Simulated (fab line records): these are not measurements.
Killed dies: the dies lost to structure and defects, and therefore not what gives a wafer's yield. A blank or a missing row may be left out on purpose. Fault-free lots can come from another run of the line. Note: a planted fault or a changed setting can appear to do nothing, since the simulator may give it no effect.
Struck lot and sound lot, side by side | flow sky130 | 15 out of 708 route steps
Sound: the wafers L510.2, L510.3, L510.4. Struck: wafers L522.2, L522.3, L522.4. Last of all comes the cause.
Each step with rows lists, per side, the tool, then ch with its chambers, then its first start. Under that, the readings that differ: sound wafers | struck wafers | difference of the means | sigmas: that difference in standard deviations of wafers without a fault.
alike: readings with means less than 2 such deviations apart, plus words and numbers identical on both sides. not compared: withheld readings, readings lacking a value on some wafer, bounds such as >300 that could conceal the same value, and numbers that have no deviation in the record and whose values overlap.
A row with sigmas, a row that says differs or no value, or rows on one side alone: a step with any of these is where the two part. Numbers that don't overlap but have no deviation are shown without sigmas and don't part them. A reading that every wafer of one side lacks parts them only if that side has two wafers or more.

SKY_POLY_GATE_CD_MEAS_22:
  sound on cd sem-02 at day 19 04:01; struck on cd sem-02 at day 23 09:48
  alike: cd nm
then, 7 steps without rows for these wafers: SKY_LDD_N_DEHYDRATE_00 (time 60 s); SKY_LDD_N_HMDS_01 (prime time 60 s); SKY_LDD_N_COAT_02 (resist thk 300 nm); SKY_LDD_N_SOFTBAKE_03 (time 60 s); SKY_LDD_N_EXPOSE_04 (exposes mask NTM, target cd 840 nm); SKY_LDD_N_PEB_05; SKY_LDD_N_DEVELOP_06 (develop time 60 s).
SKY_LDD_N_OVL_MEAS_07:
  sound on overlay-02 at day 20 10:31; struck on overlay-02 at day 24 15:41
  alike: LDD_N_OVL
then, 3 steps without rows for these wafers: SKY_LDD_N_IMPLANT_08; SKY_LDD_N_IMPLANT_09; SKY_LDD_N_IMPLANT_10.
SKY_LDD_N_IMPLANT_11:
  sound on implanter-01 ch 0, day 20 13:14; struck on implanter-01 ch 0, day 24 16:12
  reading            | sound                         | struck                        | difference | sigmas
  dose ions cm2      | 7.509e+13 7.508e+13 7.507e+13 | 6.846e+13 6.858e+13 6.853e+13 | -6.557e+12 | -78
  faraday current uA | 411 413 414                   | 397 391 381                   | -23        | -3
  alike: beam energy keV, rotation deg
next, for these wafers, 1 step has no rows: SKY_LDD_N_IMPLANT_12.
-- here the record skips 25 days between the struck wafers' starts before and after, leaving off in module LDD_N and picking up in module PAD_OPEN (first step shown: number 708 of the route) --
SKY_PAD_OPEN_PROBE_99:
  sound on prober-02 at day 47 13:26; struck on prober-02 at day 50 03:37
  reading                     | sound             | struck            | difference | sigmas
  model.etest.tip n.rs ohm sq | 444.9 443.3 443.3 | 446.9 446.9 446.5 | +2.9       |
  alike: killed_at_M0_to_M3, killed_at_M4_up, killed at contacts, killed at front end, killed at other, killed dies, killed open, killed short

== WHERE THEY PART ==
Only at SKY_LDD_N_IMPLANT_11, within this record. Later steps at which nothing parts them and some readings are alike: SKY_PAD_OPEN_PROBE_99.

WHY: what had been put in by the simulator
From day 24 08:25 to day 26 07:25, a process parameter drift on implanter-01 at SKY_LDD_N_IMPLANT_11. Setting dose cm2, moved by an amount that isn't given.
